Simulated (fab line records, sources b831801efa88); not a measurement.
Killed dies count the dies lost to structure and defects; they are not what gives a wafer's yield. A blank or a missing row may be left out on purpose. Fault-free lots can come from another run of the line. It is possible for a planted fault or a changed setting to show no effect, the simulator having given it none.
fab line records | flow sky130
[record] lots = 7 | wafers = 21 | last-day = 50
route steps=708 shown VT_ADJUST_LVTN@116 VT_ADJUST_NCORE@119 VT_ADJUST_HVTR@131 PAD_OPEN@708
lots that met no fault: taken from a fault-free run of the same line
start-h: the number of hours between the record's first day and the start of the first shown wafer of the lot | wait-h: hours elapsed since this lot's preceding step | " repeats the value in the row above | L1.1+2: a row that stands for several wafers | - no value, or no start was given | * or withheld: withheld | < > ~ a bound
route shown NAME@n: NAME is a module with steps in the file, n the number in the route of the first one | usual: mean/standard deviation taken from wafers without a fault | same: alike in all rows | chamber/n: place in a boat | sites: per-site readings | _std_site: standard deviation across them | _edge_site: outer sites' mean less inner sites' | radius-mm: how far each site lies from the wafer's centre | mask NAME#n: copy n | behind: the tool/chamber that last shaped the wafer | hold: what put the lot on hold/how long, in hours/how the hold closed | device: the n, p or np transistor that did not switch | end of line: the same wafers' tests at the end of the route | where a step has no rows: the recipe by itself | killed: count of dies lost to structure and defects at first sort (not the wafer's yield) | map: the dies of a wafer, with x for killed, . for not killed, _ for no die there
set.NAME: the setting as run; set.NAME@STEP: as run at that earlier step | model.NAME: the simulator's own value behind a step, which no gauge read
a table for each step, a row for each wafer; lots at some steps of the route
services: from which hour (start-h, from the record's first day; less than 0 if before it) a tool's chamber was out of use, for how many hours, and why
[[steps]]
[step SKY_VT_ADJUST_LVTN_IMPLANT_19]
[recipe] species = B | energy-kev = 30 | dose-cm2 = 6.5e+11 | tilt-deg = withheld
[step SKY_VT_ADJUST_LVTN_STRIP_20]
[recipe] chemistry = O2/N2 | power-w = 1400 | pressure-mtorr = 1500 | platen-temp-c = withheld | o2-flow-sccm = 3000 | n2-flow-sccm = 300 | overash-fraction = 0.5
[usual] drypump-motor-current-A = 5.8/0.6 | oes-product-au = 0.716/0.0043 | strip-time-to-endpoint-s = 14.16/0.034
lot.wafer | tool            | chamber | start-h | wait-h | drypump-motor-current-A | oes-product-au | rf-hours-counter-h | strip-time-to-endpoint-s
L495.1    | plasma-asher-03 | 1       | 195.21  | 0.1    | 5.8                     | 0.721          | 48                 | 14.15
L495.3    | "               | 0       | "       | "      | 6.1                     | 0.725          | -                  | 14.13
L495.4    | "               | 1       | "       | "      | 5.8                     | 0.718          | -                  | 14.17
L496.3    | plasma-asher-01 | 1       | 202.99  | 0.1    | 5.3                     | 0.714          | -                  | 14.16
L496.4    | "               | 0       | "       | "      | 5.9                     | 0.714          | -                  | 14.14
L496.5    | "               | 1       | "       | "      | 5.3                     | 0.719          | -                  | 14.16
L497.2    | plasma-asher-03 | 0       | 207.56  | 0.1    | 6.1                     | 0.710          | 49                 | 14.22
L497.5    | "               | 1       | "       | "      | 5.8                     | 0.712          | -                  | 14.17
L497.6    | "               | 0       | "       | "      | 6.1                     | 0.718          | -                  | 14.20
L505.1    | plasma-asher-03 | 0       | 249.30  | 0.1    | 6.1                     | 0.716          | 53                 | 14.15
L505.2    | "               | 1       | "       | "      | 5.8                     | 0.711          | 53                 | 14.19
L505.3    | "               | 0       | "       | "      | 6.1                     | 0.712          | -                  | 14.19
L508.2    | plasma-asher-04 | 1       | 267.61  | 0.1    | 5.0                     | 0.719          | 45                 | 14.15
L508.3    | "               | 0       | "       | "      | 6.7                     | 0.717          | -                  | 14.16
L508.4    | "               | 1       | "       | "      | 5.0                     | 0.710          | -                  | 14.18
L512.1    | plasma-asher-03 | 1       | 304.20  | 0.1    | 5.8                     | 0.711          | 59                 | 14.18
L512.3    | "               | 1       | "       | "      | 5.8                     | 0.716          | -                  | 14.22
L512.5    | "               | 0       | "       | "      | 6.2                     | 0.715          | -                  | 14.20
L514.2    | plasma-asher-04 | 0       | 312.35  | 0.1    | 6.7                     | 0.710          | 49                 | 14.17
L514.4    | "               | 0       | "       | "      | 6.7                     | 0.710          | -                  | 14.20
L514.6    | "               | 1       | "       | "      | 5.0                     | 0.717          | -                  | 14.17
[step SKY_VT_ADJUST_LVTN_TW_MEAS_21]
[usual] VT_ADJUST_LVTN_2_TW = 188.9/1.1
lot.wafer | tool          | chamber | start-h | wait-h | VT_ADJUST_LVTN_2_TW
L495.1    | film-metro-02 | -       | 195.31  | 0.1    | 188.9
L495.3    | "             | -       | "       | "      | 189.3
L495.4    | "             | -       | "       | "      | 190.2
L496.3    | film-metro-02 | -       | 203.07  | 0.1    | 188.5
L496.4    | "             | -       | "       | "      | 188.2
L496.5    | "             | -       | "       | "      | 188.9
L497.2    | film-metro-03 | -       | 207.67  | 0.1    | 187.4
L497.5    | "             | -       | "       | "      | 187.7
L497.6    | "             | -       | "       | "      | 188.2
L505.1    | film-metro-04 | -       | 249.40  | 0.1    | 188.8
L505.2    | "             | -       | "       | "      | 188.4
L505.3    | "             | -       | "       | "      | 190.0
L508.2    | film-metro-04 | -       | 267.72  | 0.1    | 188.5
L508.3    | "             | -       | "       | "      | 188.6
L508.4    | "             | -       | "       | "      | 189.4
L512.1    | film-metro-04 | -       | 304.30  | 0.1    | 189.7
L512.3    | "             | -       | "       | "      | 189.5
L512.5    | "             | -       | "       | "      | 189.8
L514.2    | film-metro-04 | -       | 312.46  | 0.1    | 189.2
L514.4    | "             | -       | "       | "      | 190.2
L514.6    | "             | -       | "       | "      | 189.1
[step SKY_VT_ADJUST_NCORE_DEHYDRATE_00]
[recipe] temp-c = 200 | time-s = 60
[step SKY_VT_ADJUST_NCORE_HMDS_01]
[recipe] prime-time-s = 60 | prime-temp-c = 120
[step SKY_VT_ADJUST_NCORE_COAT_02]
[recipe] resist = NOVOLAK | spin-rpm = 3000 | resist-thk-nm = 1140
[step SKY_VT_ADJUST_NCORE_SOFTBAKE_03]
[recipe] temp-c = 90 | time-s = 60 | resist = NOVOLAK
[step SKY_VT_ADJUST_NCORE_EXPOSE_04]
[recipe] mask-id = LVTN_COMPLEMENT_THIN | na = 0.6 | source-shape = conventional | sigma-outer = 0.6 | polarization = unpolarized | target-cd-nm = 380 | dose-mj = 139
[step SKY_VT_ADJUST_NCORE_PEB_05]
[recipe] temp-c = withheld | time-s = * | resist = NOVOLAK
[step SKY_VT_ADJUST_NCORE_DEVELOP_06]
[recipe] resist = NOVOLAK | developer = TMAH | develop-time-s = 60 | dev-temp-c = 23
[step SKY_VT_ADJUST_NCORE_CD_MEAS_07]
[recipe] target-cd-nm = 380
[usual] cd-nm = 380.0/2.6
lot.wafer | tool      | chamber | start-h | wait-h | cd-nm
L495.1    | cd-sem-01 | -       | 216.22  | 0.1    | 376.9
L495.3    | "         | -       | "       | "      | 375.6
L495.4    | "         | -       | "       | "      | 377.0
L496.3    | cd-sem-02 | -       | 225.26  | 0.1    | 380.7
L496.4    | "         | -       | "       | "      | 381.7
L496.5    | "         | -       | "       | "      | 380.8
L497.2    | cd-sem-02 | -       | 229.49  | 0.1    | 378.7
L497.5    | "         | -       | "       | "      | 381.0
L497.6    | "         | -       | "       | "      | 381.4
L505.1    | cd-sem-01 | -       | 272.40  | 0.1    | 376.7
L505.2    | "         | -       | "       | "      | 378.3
L505.3    | "         | -       | "       | "      | 377.3
L508.2    | cd-sem-02 | -       | 292.64  | 0.1    | 376.3
L508.3    | "         | -       | "       | "      | 378.2
L508.4    | "         | -       | "       | "      | 380.2
L512.1    | cd-sem-02 | -       | 330.01  | 0.1    | 378.0
L512.3    | "         | -       | "       | "      | 378.8
L512.5    | "         | -       | "       | "      | 381.2
L514.2    | cd-sem-02 | -       | 339.01  | 0.1    | 381.9
L514.4    | "         | -       | "       | "      | 381.7
L514.6    | "         | -       | "       | "      | 382.5
[step SKY_VT_ADJUST_NCORE_OVL_MEAS_08]
[usual] VT_ADJUST_NCORE_OVL = 2.1/1.4
lot.wafer | tool       | chamber | start-h | wait-h | VT_ADJUST_NCORE_OVL[nm]
L495.1    | overlay-01 | -       | 216.34  | 0.1    | 2.5
L495.3    | "          | -       | "       | "      | 2.9
L495.4    | "          | -       | "       | "      | 4.4
L496.3    | overlay-01 | -       | 225.35  | 0.1    | 3.2
L496.4    | "          | -       | "       | "      | 0.7
L496.5    | "          | -       | "       | "      | 1.8
L497.2    | overlay-01 | -       | 229.60  | 0.1    | 0.9
L497.5    | "          | -       | "       | "      | 3.7
L497.6    | "          | -       | "       | "      | 3.5
L505.1    | overlay-01 | -       | 272.52  | 0.1    | 0.3
L505.2    | "          | -       | "       | "      | 1.3
L505.3    | "          | -       | "       | "      | 0.8
L508.2    | overlay-01 | -       | 292.75  | 0.1    | 2.5
L508.3    | "          | -       | "       | "      | 1.9
L508.4    | "          | -       | "       | "      | 0.9
L512.1    | overlay-01 | -       | 330.13  | 0.1    | 2.4
L512.3    | "          | -       | "       | "      | 2.7
L512.5    | "          | -       | "       | "      | 1.6
L514.2    | overlay-01 | -       | 339.12  | 0.1    | 4.1
L514.4    | "          | -       | "       | "      | 2.9
L514.6    | "          | -       | "       | "      | 3.1
[step SKY_VT_ADJUST_NCORE_IMPLANT_09]
[recipe] species = B | energy-kev = 10 | dose-cm2 = 2.4e+12 | tilt-deg = withheld
[usual] dose-ions-cm2 = 2.3994e+12/2.9e+09 | faraday-current-uA = 13.55/0.26
lot.wafer | tool         | chamber | start-h | wait-h | dose-ions-cm2 | faraday-current-uA
L495.1    | implanter-04 | 0       | 216.46  | 0.1    | 2.435e+11     | 1.35
L495.3    | "            | 0       | "       | "      | 2.45e+11      | 1.33
L495.4    | "            | 0       | "       | "      | 2.418e+11     | 1.37
L496.3    | implanter-04 | 0       | 225.42  | 0.1    | 2.424e+11     | 1.38
L496.4    | "            | 0       | "       | "      | 2.414e+11     | 1.33
L496.5    | "            | 0       | "       | "      | 2.394e+11     | 1.40
L497.2    | implanter-04 | 0       | 229.66  | 0.0    | 2.376e+11     | 1.34
L497.5    | "            | 0       | "       | "      | 2.401e+11     | 1.39
L497.6    | "            | 0       | "       | "      | 2.4e+11       | 1.33
L505.1    | implanter-03 | 0       | 272.56  | 0.0    | 2.4006e+12    | 13.53
L505.2    | "            | 0       | "       | "      | 2.402e+12     | 13.07
L505.3    | "            | 0       | "       | "      | 2.4003e+12    | 13.79
L508.2    | implanter-02 | 0       | 292.81  | 0.0    | 2.4006e+12    | 13.78
L508.3    | "            | 0       | "       | "      | 2.3982e+12    | 13.31
L508.4    | "            | 0       | "       | "      | 2.3992e+12    | 13.47
L512.1    | implanter-02 | 0       | 330.17  | 0.0    | 2.3944e+12    | 13.38
L512.3    | "            | 0       | "       | "      | 2.4005e+12    | 13.57
L512.5    | "            | 0       | "       | "      | 2.4059e+12    | 13.86
L514.2    | implanter-04 | 0       | 339.17  | 0.0    | 2.397e+12     | 13.01
L514.4    | "            | 0       | "       | "      | 2.3902e+12    | 13.21
L514.6    | "            | 0       | "       | "      | 2.3991e+12    | 13.13
[step SKY_VT_ADJUST_NCORE_STRIP_10]
[recipe] chemistry = O2/N2 | power-w = 1400 | pressure-mtorr = 1500 | platen-temp-c = withheld | o2-flow-sccm = 3000 | n2-flow-sccm = 300 | overash-fraction = 0.5
[usual] drypump-motor-current-A = 5.9/0.6 | oes-product-au = 0.715/0.0044 | strip-time-to-endpoint-s = 14.17/0.034
lot.wafer | tool            | chamber | start-h | wait-h | drypump-motor-current-A | oes-product-au | rf-hours-counter-h | strip-time-to-endpoint-s
L495.1    | plasma-asher-02 | 0       | 216.61  | 0.1    | 5.7                     | 0.712          | 53                 | 14.24
L495.3    | "               | 1       | "       | "      | 5.7                     | 0.710          | -                  | 14.21
L495.4    | "               | 0       | "       | "      | 5.7                     | 0.720          | -                  | 14.20
L496.3    | plasma-asher-04 | 1       | 225.55  | 0.1    | 5.0                     | 0.717          | -                  | 14.20
L496.4    | "               | 0       | "       | "      | 6.7                     | 0.717          | -                  | 14.16
L496.5    | "               | 1       | "       | "      | 5.0                     | 0.718          | -                  | 14.16
L497.2    | plasma-asher-04 | 0       | 229.78  | 0.1    | 6.6                     | 0.714          | 41                 | 14.18
L497.5    | "               | 0       | "       | "      | 6.7                     | 0.717          | -                  | 14.19
L497.6    | "               | 1       | "       | "      | 5.0                     | 0.706          | -                  | 14.21
L505.1    | plasma-asher-04 | 1       | 272.71  | 0.1    | 5.0                     | 0.719          | 46                 | 14.22
L505.2    | "               | 0       | "       | "      | 6.7                     | 0.713          | 46                 | 14.22
L505.3    | "               | 1       | "       | "      | 5.0                     | 0.717          | -                  | 14.26
L508.2    | plasma-asher-04 | 0       | 292.93  | 0.1    | 6.7                     | 0.715          | 47                 | 14.17
L508.3    | "               | 0       | "       | "      | 6.7                     | 0.709          | -                  | 14.21
L508.4    | "               | 1       | "       | "      | 5.0                     | 0.714          | -                  | 14.15
L512.1    | plasma-asher-02 | 0       | 330.32  | 0.1    | 5.6                     | 0.713          | 64                 | 14.18
L512.3    | "               | 0       | "       | "      | 5.7                     | 0.712          | -                  | 14.14
L512.5    | "               | 1       | "       | "      | 5.7                     | 0.714          | -                  | 14.14
L514.2    | plasma-asher-04 | 1       | 339.30  | 0.1    | 5.0                     | 0.719          | 52                 | 14.19
L514.4    | "               | 0       | "       | "      | 6.7                     | 0.717          | -                  | 14.17
L514.6    | "               | 1       | "       | "      | 5.0                     | 0.716          | -                  | 14.16
[step SKY_VT_ADJUST_NCORE_TW_MEAS_11]
[usual] VT_ADJUST_NCORE_TW = 219.9/1.4
lot.wafer | tool          | chamber | start-h | wait-h | VT_ADJUST_NCORE_TW
L495.1    | film-metro-04 | -       | 216.71  | 0.1    | 119.9
L495.3    | "             | -       | "       | "      | 120.8
L495.4    | "             | -       | "       | "      | 118.8
L496.3    | film-metro-04 | -       | 225.64  | 0.1    | 118.0
L496.4    | "             | -       | "       | "      | 118.6
L496.5    | "             | -       | "       | "      | 117.8
L497.2    | film-metro-04 | -       | 229.89  | 0.1    | 119.2
L497.5    | "             | -       | "       | "      | 119.6
L497.6    | "             | -       | "       | "      | 119.8
L505.1    | film-metro-01 | -       | 272.81  | 0.1    | 218.4
L505.2    | "             | -       | "       | "      | 218.1
L505.3    | "             | -       | "       | "      | 218.2
L508.2    | film-metro-02 | -       | 293.04  | 0.1    | 221.7
L508.3    | "             | -       | "       | "      | 220.9
L508.4    | "             | -       | "       | "      | 221.0
L512.1    | film-metro-01 | -       | 330.42  | 0.1    | 219.1
L512.3    | "             | -       | "       | "      | 219.4
L512.5    | "             | -       | "       | "      | 218.9
L514.2    | film-metro-04 | -       | 339.41  | 0.1    | 220.6
L514.4    | "             | -       | "       | "      | 220.9
L514.6    | "             | -       | "       | "      | 220.2
[step SKY_VT_ADJUST_HVTR_DEHYDRATE_00]
[recipe] temp-c = 200 | time-s = 60
[step SKY_PAD_OPEN_PROBE_99]
lot.wafer | tool      | chamber | start-h | wait-h | model.etest.pfet_16v.r-on-ohm-um | model.etest.nfet_16v.r-on-ohm-um | model.etest.pfet-g5v0d10v5.r-on-ohm-um | model.etest.tip-p.rs-ohm-sq | model.etest.pfet_01v8.r-on-ohm-um | model.etest.res-pwell-under-gate.rs-ohm-sq | model.etest.nfet-g5v0d10v5.r-on-ohm-um | model.etest.tip_p_5v.rs-ohm-sq
L495.1    | prober-02 | -       | 1110.62 | 0.1    | 1.826e+04                        | 1.111e+04                        | 5887                                   | 7537                        | 3327                              | 2609                                       | 1618                                   | 3056
L495.3    | prober-02 | -       | 1110.72 | 0.2    | 1.852e+04                        | 1.123e+04                        | 5812                                   | 7517                        | 3207                              | 2601                                       | 1581                                   | 3055
L495.4    | prober-02 | -       | 1110.77 | 0.2    | 1.803e+04                        | 1.117e+04                        | 5993                                   | 7565                        | 3310                              | 2595                                       | 1627                                   | 3068
L496.3    | prober-02 | -       | 1112.28 | 0.2    | 1.801e+04                        | 1.092e+04                        | 5920                                   | 7533                        | 3285                              | 2583                                       | 1615                                   | 3110
L496.4    | prober-02 | -       | 1112.33 | 0.2    | 1.837e+04                        | 1.102e+04                        | 5860                                   | 7580                        | 3258                              | 2578                                       | 1596                                   | 3099
L497.2    | prober-02 | -       | 1115.94 | 0.1    | 1.818e+04                        | 1.107e+04                        | 5977                                   | 7624                        | 3374                              | 2593                                       | 1641                                   | 3073
L497.5    | prober-02 | -       | 1116.09 | 0.2    | 1.825e+04                        | 1.123e+04                        | 5970                                   | 7647                        | 3333                              | 2578                                       | 1646                                   | 3081
L497.6    | prober-02 | -       | 1116.14 | 0.2    | 1.822e+04                        | 1.12e+04                         | 5864                                   | 7540                        | 3218                              | 2584                                       | 1621                                   | 3079
L505.1    | prober-02 | -       | 1149.86 | 0.1    | 1.5e+04                          | 1.395e+04                        | 4681                                   | 6814                        | 2784                              | 2282                                       | 1875                                   | 2890
L505.2    | prober-02 | -       | 1149.91 | 0.1    | 1.511e+04                        | 1.404e+04                        | 4794                                   | 6816                        | 2841                              | 2274                                       | 1888                                   | 2889
L505.3    | prober-02 | -       | 1149.96 | 0.2    | 1.564e+04                        | 1.408e+04                        | 4810                                   | 6781                        | 2837                              | 2287                                       | 1900                                   | 2867
L508.2    | prober-02 | -       | 1155.73 | 0.1    | 1.565e+04                        | 1.429e+04                        | 4857                                   | 6852                        | 3010                              | 2297                                       | 1942                                   | 2870
L508.3    | prober-02 | -       | 1155.78 | 0.2    | 1.571e+04                        | 1.426e+04                        | 4816                                   | 6950                        | 2952                              | 2266                                       | 1917                                   | 2851
L508.4    | prober-02 | -       | 1155.83 | 0.2    | 1.529e+04                        | 1.424e+04                        | 4854                                   | 6928                        | 3006                              | 2290                                       | 1939                                   | 2850
L512.1    | prober-01 | -       | 1188.45 | 0.1    | 1.626e+04                        | 1.458e+04                        | 4815                                   | 6943                        | 3072                              | 2292                                       | 1942                                   | 2810
L512.3    | prober-01 | -       | 1188.55 | 0.2    | 1.511e+04                        | 1.436e+04                        | 4761                                   | 6952                        | 2908                              | 2299                                       | 1903                                   | 2814
L512.5    | prober-01 | -       | 1188.65 | 0.2    | 1.543e+04                        | 1.445e+04                        | 4786                                   | 6920                        | 2909                              | 2290                                       | 1907                                   | 2845
L514.2    | prober-01 | -       | 1191.50 | 0.1    | 1.459e+04                        | 1.397e+04                        | 4819                                   | 6979                        | 2985                              | 2280                                       | 1900                                   | 2845
L514.4    | prober-01 | -       | 1191.60 | 0.2    | 1.526e+04                        | 1.406e+04                        | 4782                                   | 7007                        | 2868                              | 2273                                       | 1882                                   | 2836
L514.6    | prober-01 | -       | 1191.70 | 0.2    | 1.484e+04                        | 1.407e+04                        | 4782                                   | 7001                        | 2952                              | 2273                                       | 1898                                   | 2846
// killed by level:class
L495.1 CONTACT:geometric-particle:open=12 VIA1:geometric-particle:open=9 VIA2:geometric-particle:open=9 VIA3:geometric-particle:open=9 FIELD_ISO:geometric-particle:short=6 POLY_GATE:geometric-particle:short=6 POLY_GATE:geometric-particle:open=5 VIA1:geometric-particle:short=5
L495.3 VIA1:geometric-particle:open=12 CONTACT:geometric-particle:open=8 VIA1:geometric-particle:short=7 CONTACT:geometric-particle:short=5 VIA2:geometric-particle:open=5 VIA3:geometric-particle:open=5 POLY_GATE:geometric-particle:short=4 LI_CONTACT:geometric-particle:open=4
L495.4 VIA1:geometric-particle:open=17 CONTACT:geometric-particle:open=8 LI_CONTACT:geometric-particle:open=8 VIA3:geometric-particle:open=6 POLY_GATE:geometric-particle:short=5 VIA1:geometric-particle:short=5 METAL1:geometric-particle:short=5 VIA2:geometric-particle:open=5
L497.2 CONTACT:geometric-particle:open=12 VIA1:geometric-particle:open=9 LI_CONTACT:geometric-particle:open=6 LI_CONTACT:geometric-particle:short=5 CONTACT:geometric-particle:short=5 VIA2:geometric-particle:open=5 POLY_GATE:geometric-particle:short=4 FIELD_ISO:geometric-particle:short=3
L497.5 VIA1:geometric-particle:open=11 LI_CONTACT:geometric-particle:open=10 CONTACT:geometric-particle:open=9 POLY_GATE:geometric-particle:short=8 VIA2:geometric-particle:open=8 VIA3:geometric-particle:open=7 FIELD_ISO:geometric-particle:open=5 VIA1:geometric-particle:short=5
L497.6 LI_CONTACT:geometric-particle:open=12 VIA1:geometric-particle:open=12 CONTACT:geometric-particle:open=9 VIA2:geometric-particle:open=7 LOCAL_INTERCONNECT:geometric-particle:short=6 METAL2:geometric-particle:short=6 POLY_GATE:geometric-particle:open=5 LI_CONTACT:geometric-particle:short=5
L505.1 METAL1:geometric-particle:short=8 METAL2:geometric-particle:short=8 CONTACT:geometric-particle:short=6 POLY_GATE:geometric-particle:open=5 CONTACT:geometric-particle:open=5 VIA2:geometric-particle:open=5 VIA1:geometric-particle:open=4 METAL2:geometric-particle:open=4
L505.2 CONTACT:geometric-particle:open=8 VIA2:geometric-particle:open=7 LOCAL_INTERCONNECT:geometric-particle:short=6 METAL2:geometric-particle:short=6 VIA1:geometric-particle:open=6 POLY_GATE:geometric-particle:open=5 METAL1:geometric-particle:short=5 FIELD_ISO:geometric-particle:open=4
L505.3 VIA3:geometric-particle:open=12 VIA1:geometric-particle:open=11 CONTACT:geometric-particle:open=7 LI_CONTACT:geometric-particle:short=6 LOCAL_INTERCONNECT:geometric-particle:short=6 FIELD_ISO:geometric-particle:short=5 CONTACT:geometric-particle:short=5 VIA2:geometric-particle:open=5
L508.2 CONTACT:geometric-particle:open=18 LI_CONTACT:geometric-particle:open=8 VIA1:geometric-particle:open=8 VIA2:geometric-particle:open=7 METAL1:geometric-particle:short=5 VIA3:geometric-particle:open=5 METAL2:geometric-particle:short=4 FIELD_ISO:geometric-particle:short=3
L508.3 CONTACT:geometric-particle:open=13 VIA2:geometric-particle:open=9 VIA3:geometric-particle:open=7 VIA1:geometric-particle:open=7 METAL1:geometric-particle:short=6 LI_CONTACT:geometric-particle:short=6 POLY_GATE:geometric-particle:short=5 LI_CONTACT:geometric-particle:open=5
L508.4 CONTACT:geometric-particle:open=10 LI_CONTACT:geometric-particle:open=5 LOCAL_INTERCONNECT:geometric-particle:short=5 CONTACT:geometric-particle:short=5 POLY_GATE:geometric-particle:short=4 VIA1:geometric-particle:open=4 METAL2:geometric-particle:short=4 VIA2:geometric-particle:open=4
L512.1 CONTACT:geometric-particle:open=9 VIA3:geometric-particle:open=9 VIA1:geometric-particle:open=8 LOCAL_INTERCONNECT:geometric-particle:short=7 METAL1:geometric-particle:short=6 POLY_GATE:geometric-particle:open=6 VIA2:geometric-particle:open=6 LI_CONTACT:geometric-particle:open=5
L512.3 CONTACT:geometric-particle:open=13 VIA1:geometric-particle:open=11 LI_CONTACT:geometric-particle:open=6 VIA3:geometric-particle:open=6 CONTACT:geometric-particle:short=5 METAL1:geometric-particle:short=5 VIA2:geometric-particle:open=4 LOCAL_INTERCONNECT:geometric-particle:short=3
L512.5 VIA1:geometric-particle:open=9 CONTACT:geometric-particle:open=8 VIA1:geometric-particle:short=8 VIA2:geometric-particle:open=8 LI_CONTACT:geometric-particle:open=5 CONTACT:geometric-particle:short=5 METAL4:geometric-particle:short=5 LOCAL_INTERCONNECT:geometric-particle:short=4
L514.2 CONTACT:geometric-particle:open=14 VIA3:geometric-particle:open=11 VIA1:geometric-particle:open=11 VIA3:geometric-particle:short=6 LI_CONTACT:geometric-particle:open=5 VIA2:geometric-particle:open=5 METAL2:geometric-particle:short=5 LI_CONTACT:geometric-particle:short=4
L514.4 LI_CONTACT:geometric-particle:open=10 VIA2:geometric-particle:open=8 VIA3:geometric-particle:open=8 FIELD_ISO:geometric-particle:open=5 CONTACT:geometric-particle:open=5 VIA1:geometric-particle:open=4 METAL2:geometric-particle:short=4 FIELD_ISO:geometric-particle:short=3
L514.6 VIA1:geometric-particle:open=9 FIELD_ISO:geometric-particle:open=7 VIA3:geometric-particle:open=7 VIA2:geometric-particle:open=6 CONTACT:geometric-particle:short=5 LI_CONTACT:geometric-particle:open=5 VIA3:geometric-particle:short=5 METAL1:geometric-particle:short=4
[[services]]
tool            | chamber | start-h | hours | kind
plasma-asher-02 | -       | 171.59  | 9.2   | repair
implanter-03    | -       | 185.18  | 36.2  | repair
implanter-02    | -       | 192.57  | 25.5  | pm
implanter-03    | -       | 210.68  | 4.0   | repair
implanter-03    | -       | 211.01  | 3.3   | repair
implanter-04    | -       | 218.72  | 1.7   | repair
implanter-02    | -       | 229.01  | 5.2   | pm
implanter-04    | -       | 236.87  | 34.9  | repair
implanter-04    | -       | 237.35  | 1.1   | repair
plasma-asher-01 | -       | 260.79  | 1.0   | repair
implanter-04    | -       | 271.80  | 12.9  | pm
implanter-04    | -       | 284.65  | 4.5   | pm
implanter-03    | -       | 301.70  | 8.8   | repair
plasma-asher-01 | -       | 310.17  | 1.4   | repair
implanter-03    | -       | 318.38  | 3.7   | repair
implanter-03    | -       | 329.16  | 3.5   | pm
[[key]]
[first-sign] step = SKY_VT_ADJUST_NCORE_IMPLANT_09 | reading = dose-ions-cm2 | direction = down | sigmas = 99+ | usual = * | struck = *
[effect] step = SKY_VT_ADJUST_NCORE_IMPLANT_09 | reading = faraday-current-uA | direction = down | sigmas = 46 | usual = 13.55 | struck = 1.36
[effect] step = SKY_VT_ADJUST_NCORE_TW_MEAS_11 | reading = VT_ADJUST_NCORE_TW | direction = down | sigmas = 73 | usual = 219.9 | struck = 119.2
[model-effect] step = SKY_PAD_OPEN_PROBE_99 | value = etest.pfet_16v.r-on-ohm-um | without = 1.527e+04 | struck = 1.823e+04
met-at SKY_VT_ADJUST_NCORE_IMPLANT_09
struck-wafers L495.1,L495.3,L495.4,L496.3,L496.4,L496.5,L497.2,L497.5,L497.6
sort-left-out L496.3,L496.4,L496.5
tester-left-out L495,L496,L497
[fault] kind = process-parameter-drift | tool = implanter-04 | chamber = - | onset-h = 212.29 | steps = SKY_VT_ADJUST_NCORE_IMPLANT_09 | channel = dose-cm2 | offset = * | shape = step | end-h = 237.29 | acts-in = * | stated = *
// tester-left-out: of these lots the tester's yield and bins aren't shown, on N5 and GAA mostly nor the transistor test; their killed dies are dies lost to structure and defects alone, not to doping, threshold or leakage, so they don't give the yield
// sort-left-out: the simulated sort isn't trusted on such a fault, so these wafers' sort isn't shown, and their yield isn't known
